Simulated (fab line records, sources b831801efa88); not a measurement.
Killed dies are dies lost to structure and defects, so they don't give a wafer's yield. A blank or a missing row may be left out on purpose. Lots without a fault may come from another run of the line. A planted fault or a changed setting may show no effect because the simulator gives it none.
A struck lot beside a sound one | flow sky130 | 36 steps out of a route of 708
Sound: wafers L664.3, L664.5, L664.6. Struck: wafers L655.1, L655.2, L655.5. The cause comes at the end.
At each step with rows: each side's tool, then ch and its chambers, then its first start. Under that, the readings that differ: sound wafers | struck wafers | difference of the means | sigmas: that difference in standard deviations of wafers without a fault.
alike: readings whose means differ by less than 2 such deviations, and words and numbers that are the same on both sides. not compared: withheld readings, readings that some wafer has no value for, bounds like >300 that may hide the same value, and numbers for which the record gives no deviation and whose values overlap.
The two part at a step that has a row with sigmas, a row that says differs or no value, or rows on one side only. Numbers that don't overlap but have no deviation are shown without sigmas and don't part them. A reading that every wafer of one side lacks parts them only if that side has two wafers or more.

first, 10 steps without rows for these wafers: SKY_GATE_OXIDE_COAT_05 (resist thk 1140 nm); SKY_GATE_OXIDE_SOFTBAKE_06 (time 60 s); SKY_GATE_OXIDE_EXPOSE_07 (exposes mask LVOM, target cd 600 nm); SKY_GATE_OXIDE_PEB_08; SKY_GATE_OXIDE_DEVELOP_09 (develop time 60 s); SKY_GATE_OXIDE_IMPLANT_11; SKY_GATE_OXIDE_WET_ETCH_12 (etches SiO2 in dHF, target depth 16.8 nm, time 336 s); SKY_GATE_OXIDE_STRIP_13 (strips in O2/N2); SKY_GATE_OXIDE_CLEAN_15 (cleans in SC1/SC2, time 150 s); SKY_GATE_OXIDE_OXIDATION_16 (stabilise 600 s, purge 300 s, target thk 3.57 nm).
SKY_POLY_GATE_CVD_00: deposits poly-Si, target thk 180 nm, time 720 s.
  sound on lpcvd-01 ch 1, day 22 04:41; struck on lpcvd-01 ch 0, day 19 01:04
  reading                                       | sound             | struck            | difference | sigmas
  pressure_mtorr (mTorr)                        | 199.4 199.6 199.7 | 99.6 100.1 99.9   | -99.7      | -99 or more
  zone_power_centre_pct (%)                     | 8.80 8.82 8.97    | 9.56 9.55 9.33    | +0.62      | +2
  model.poly-Si_of_POLY_GATE_CVD_00.thk_nm (nm) | 181.7 181.1 180.2 | 127.4 127.2 125.6 | -54.3      |
  alike: zone_power_lower_pct
SKY_POLY_GATE_THK_MEAS_01:
  sound on film_metro-02, day 22 05:54; struck on film_metro-02, day 19 02:16
  reading                   | sound             | struck            | difference | sigmas
  POLY_GATE_CVD_00_THK (nm) | 181.7 181.1 180.1 | 127.3 127.1 125.7 | -54.3      | -32
then, 9 steps without rows for these wafers: SKY_RES_PROTECT_DEHYDRATE_00 (time 60 s); SKY_RES_PROTECT_HMDS_01 (prime time 60 s); SKY_RES_PROTECT_COAT_02 (resist thk 1140 nm); SKY_RES_PROTECT_SOFTBAKE_03 (time 60 s); SKY_RES_PROTECT_EXPOSE_04 (exposes mask RPM, target cd 1270 nm); SKY_RES_PROTECT_PEB_05; SKY_RES_PROTECT_DEVELOP_06 (develop time 60 s); SKY_POLY_GATE_IMPLANT_02; SKY_RES_PROTECT_STRIP_07 (strips in O2/N2).
SKY_RES_PROTECT_CLEAN_09: cleans in SC1/SC2, time 150 s.
  sound on wet_bench-03 ch 2, day 23 12:41; struck on wet_bench-04 ch 2, day 20 09:40
  reading                                       | sound             | struck            | difference | sigmas
  model.poly-Si_of_POLY_GATE_CVD_00.thk_nm (nm) | 181.1 180.5 179.6 | 126.8 126.6 124.9 | -54.3      |
then, 11 steps without rows for these wafers: SKY_POLY_GATE_CVD_03 (deposits Si3N4 from DCS/NH3, target thk 75 nm, time 1290 s); SKY_POLY_GATE_DEHYDRATE_05 (time 60 s); SKY_POLY_GATE_HMDS_06 (prime time 60 s); SKY_POLY_GATE_COAT_07 (resist thk 110 nm); SKY_POLY_GATE_COAT_08 (resist thk 450 nm); SKY_POLY_GATE_SOFTBAKE_09 (time 90 s); SKY_POLY_GATE_EXPOSE_10 (exposes mask P1M, target cd 150 nm); SKY_POLY_GATE_PEB_11; SKY_POLY_GATE_DEVELOP_12 (develop time 60 s); SKY_POLY_GATE_ETCH_15 (etches BARC in N2/H2, stops on SiO2, time 118.5 s, target depth 110 nm); SKY_POLY_GATE_ETCH_16 (etches Si3N4 in CH3F/O2, stops on poly-Si, time 147.5 s, target depth 75 nm).
SKY_POLY_GATE_ETCH_17: etches poly-Si in HBr/Cl2, stops on SiO2, target depth 180 nm, time 70.5 s.
  sound on rie_si-02 ch 0,1,3, day 24 20:16; struck on rie_si-02 ch 2,3, day 21 17:28
  reading                               | sound             | struck            | difference | sigmas
  oes_product_au (a.u.)                 | 0.978 0.990 0.986 | 0.777 0.779 0.782 | -0.205     | -24
  model.etch.depth_nm (nm)              | 175.8 177.8 177.3 | 126.8 126.6 124.9 | -50.9      |
  model.POLY_GATE.feature_depth_nm (nm) | 175.8 177.8 177.3 | 126.8 126.6 124.9 | -50.9      |
  alike: drypump_motor_current_A, throttle_valve_pct
  not compared: rf_hours_counter_h
then, 1 step without rows for these wafers: SKY_POLY_GATE_STRIP_18 (strips in O2/N2).
-- the record jumps here: 28 days lie between the struck wafers' starts before and after (it left off in module POLY_GATE and takes up again in module PAD_OPEN, whose first step shown is number 708 of the route) --
SKY_PAD_OPEN_PROBE_99:
  sound on prober-01, day 51 03:04; struck on prober-01, day 49 10:31
  reading                              | sound             | struck            | difference | sigmas
  killed_at_M4_up                      | 1 2 1             | 5 7 3             | +4         | +2
  model.etest.res_xhigh_po.line_ohm_um | 5624 5522 5495    | 5273 5185 5178    | -335       |
  model.etest.res_high_po.line_ohm_um  | 740 723.1 727.8   | 978.9 941.4 965.7 | +231.7     |
  model.etest.res_poly.line_ohm_um     | 486.6 489.4 473.4 | 703.6 692 694.8   | +213.7     |
  model.etest.res_xhigh_po.rs_ohm_sq   | 1995 1953 1958    | 1819 1799 1816    | -157       |
  model.etest.tip_sonos.rs_ohm_sq      | 2728 2636 2698    | 2543 2520 2612    | -129       |
  model.etest.res_high_po.rs_ohm_sq    | 259.2 257.5 258.8 | 331.3 330.1 335.7 | +73.9      |
  model.etest.licon_high_po.rc_ohm     | 361.3 349.7 346.5 | 307.2 322 322.2   | -35.4      |
  model.etest.res_poly.rs_ohm_sq       | 47.49 47.16 47.54 | 64.56 63.62 65.35 | +17.11     |
  alike: killed_at_M0_to_M3, killed_at_contacts, killed_at_front_end, killed_dies, killed_open, killed_short

WHERE THEY PART
First at SKY_POLY_GATE_CVD_00; last, within this record, at SKY_PAD_OPEN_PROBE_99.

WHY: what the simulator had put in
Process parameter drift: lpcvd-01, from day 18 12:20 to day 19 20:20, at SKY_POLY_GATE_CVD_00. Setting pressure_mtorr, moved by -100, from 200.
